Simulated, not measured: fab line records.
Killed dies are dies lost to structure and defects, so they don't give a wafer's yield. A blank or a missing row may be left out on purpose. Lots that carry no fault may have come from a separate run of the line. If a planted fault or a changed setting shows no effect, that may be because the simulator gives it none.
A single fault, viewed from 2 desks	flow sky130	numbers are kept per desk, each desk with only its own; the story behind them comes last

## TOOL OWNER'S DESK, cvd_w-02
The tool's own readings at SKY_LI_CONTACT_CVD_21 (deposits W, target thk 400 nm, time 120.56 s): means of the sampled wafers that have a number, for each lot that ran on this tool. A lot is out of limits, marked OUT, if its mean lies more than 4 standard deviations from the usual mean; the brackets give that distance.
Columns: A = heater_power_outer_w at SKY_LI_CONTACT_CVD_21, usual 524 W; B = heater_power_w at SKY_LI_CONTACT_CVD_21, usual 890 W; C = susceptor_temp_C at SKY_LI_CONTACT_CVD_21, usual 399.99 C
lot	first seen here	A	B	C
L233	day 28 20:31	501	824	399.95
L240	day 32 06:51	506	866	393.54 (-28) OUT
L242	day 33 10:51	494	835	393.65 (-28) OUT
L254	day 35 23:18	522	876	400.02
L255	day 36 12:50	514	851	400.06
This desk's verdict: out of limits on L240, L242, starting with L240 at day 32 06:51 (susceptor_temp_C at SKY_LI_CONTACT_CVD_21). L233, L254, L255 stayed within limits.

## AT THE METROLOGY DESK
What the gauges read for every lot (on any tool): the sampled wafers with a number, averaged. A lot is out of limits, marked OUT, if its mean lies more than 4 standard deviations from the usual mean; the brackets give that distance.
Columns: A = LI_CONTACT_W_RS at SKY_LI_CONTACT_RS_MEAS_22, usual 0.286 ohm/sq; B = LI_CONTACT_W_THK at SKY_LI_CONTACT_THK_MEAS_23, usual 412 nm; C = LOCAL_INTERCONNECT_OVL at SKY_LOCAL_INTERCONNECT_OVL_MEAS_12, usual 0 nm
lot	first seen here	A	B	C
L233	day 28 20:38	0.293	399	1
L240	day 32 07:05	0.316 (+8.0) OUT	369 (-5.3) OUT	1
L243	day 33 07:20	0.283	417	-6
L242	day 33 10:59	0.323 (+9.7) OUT	360 (-6.3) OUT	-1
L245	day 33 23:09	0.285	408	-0
L246	day 34 06:05	0.280	411	6
L251	day 35 08:59	0.283	424	6
L252	day 35 17:35	0.289	399	3
L254	day 35 23:25	0.283	415	-4
L255	day 36 12:58	0.285	408	0
This desk's result: L240, L242 out of limits, first on L240 (LI_CONTACT_W_RS at SKY_LI_CONTACT_RS_MEAS_22), day 32 07:05. L233, L243, L245, L246, L251, L252, L254, L255 stayed within limits.

## ALL TOGETHER
The tool owner's desk had the chance to raise an alarm at day 32 06:51 on L240, L242.
On L240, L242, the metrology desk was in a position to raise an alarm at day 32 07:05.
All the named lots went through SKY_LI_CONTACT_CVD_21 on cvd_w-02.

## WHAT THE SIMULATOR HAD PUT IN
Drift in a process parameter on cvd_w-02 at SKY_LI_CONTACT_CVD_21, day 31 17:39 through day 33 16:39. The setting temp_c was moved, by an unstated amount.
Shown lots that were struck: L240, L242.
Time in hours from fault onset to the first out-of-limits reading at each desk: tool owner's desk 13, metrology desk 13.
